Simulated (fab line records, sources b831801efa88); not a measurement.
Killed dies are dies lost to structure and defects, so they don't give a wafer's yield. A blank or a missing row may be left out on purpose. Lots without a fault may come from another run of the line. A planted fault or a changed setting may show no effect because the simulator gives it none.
A struck lot beside a sound one | flow sky130 | 18 steps out of a route of 708
Sound: wafers L700.1, L700.2, L700.3. Struck: wafers L710.1, L710.4, L710.6. The cause comes at the end.
At each step with rows: each side's tool, then ch and its chambers, then its first start. Under that, the readings that differ: sound wafers | struck wafers | difference of the means | sigmas: that difference in standard deviations of wafers without a fault.
alike: readings whose means differ by less than 2 such deviations, and words and numbers that are the same on both sides. not compared: withheld readings, readings that some wafer has no value for, bounds like >300 that may hide the same value, and numbers for which the record gives no deviation and whose values overlap.
The two part at a step that has a row with sigmas, a row that says differs or no value, or rows on one side only. Numbers that don't overlap but have no deviation are shown without sigmas and don't part them. A reading that every wafer of one side lacks parts them only if that side has two wafers or more.

first, 4 steps without rows for these wafers: SKY_METAL3_STRIP_20 (strips in post etch residue remover, time 1200 s); SKY_METAL3_CLEAN_21 (cleans in IPA, time 180 s); SKY_METAL3_CLEAN_22 (cleans in O3/DIW); SKY_VIA3_HDPCVD_00 (deposits SiO2, target thk 1635 nm, time 272.5 s).
SKY_VIA3_THK_MEAS_01:
  sound on film_metro-01, day 42 10:05; struck on film_metro-01, day 45 03:48
  alike: VIA3_HDPCVD_THK
SKY_VIA3_CMP_02: polishes SiO2.
  sound on cmp-01 ch 1,2,3, day 42 10:09; struck on cmp-01 ch 1,3, day 45 03:59
  alike: motor_current_A, retaining_ring_pressure_frac
SKY_VIA3_BOW_MEAS_03:
  sound on film_metro-03, day 42 10:27; struck on film_metro-03, day 45 04:14
  alike: VIA3_BOW
then, 5 steps without rows for these wafers: SKY_VIA3_DEHYDRATE_04 (time 60 s); SKY_VIA3_HMDS_05 (prime time 60 s); SKY_VIA3_COAT_06 (resist thk 60 nm); SKY_VIA3_COAT_07 (resist thk 450 nm); SKY_VIA3_SOFTBAKE_08 (time 90 s).
SKY_VIA3_EXPOSE_09: exposes mask VIM3, target cd 200 nm.
  sound on krf_scanner-02 ch 0, day 42 22:50; struck on krf_scanner-01 ch 0, day 45 15:12
  reading                      | sound                | struck            | difference | sigmas
  model.VIA3.overlay_x_nm (nm) | -2.644 -2.644 -2.644 | 15.45 15.45 15.45 | +18.09     |
  alike: mask
then, 2 steps without rows for these wafers: SKY_VIA3_PEB_10; SKY_VIA3_DEVELOP_11 (develop time 60 s).
SKY_VIA3_CD_MEAS_12: target cd 200 nm.
  sound on cd_sem-02, day 43 09:51; struck on cd_sem-02, day 46 00:48
  alike: cd_nm
SKY_VIA3_OVL_MEAS_13:
  sound on overlay-01, day 43 09:58; struck on overlay-01, day 46 01:08
  reading       | sound    | struck  | difference | sigmas
  VIA3_OVL (nm) | -4 -9 -4 | 10 20 6 | +18        | +3
  not compared: hold
SKY_VIA3_ETCH_14: etches BARC in N2/H2, stops on SiO2, time 45.9 s, target depth 60 nm.
  sound on rie_diel-02 ch 0,1,3, day 43 10:01; struck on rie_diel-01 ch 1,3, day 46 03:09
  reading | sound | struck                                                                     | difference                   | sigmas
  hold    | - - - | await_dispo/2.0h/release await_dispo/2.0h/release await_dispo/2.0h/release | no value on the sound wafers |
  alike: drypump_motor_current_A, oes_product_au, throttle_valve_pct
  not compared: rf_hours_counter_h

WHERE THEY PART
First at SKY_VIA3_OVL_MEAS_13; last, within this record, at SKY_VIA3_ETCH_14.

WHY: what the simulator had put in
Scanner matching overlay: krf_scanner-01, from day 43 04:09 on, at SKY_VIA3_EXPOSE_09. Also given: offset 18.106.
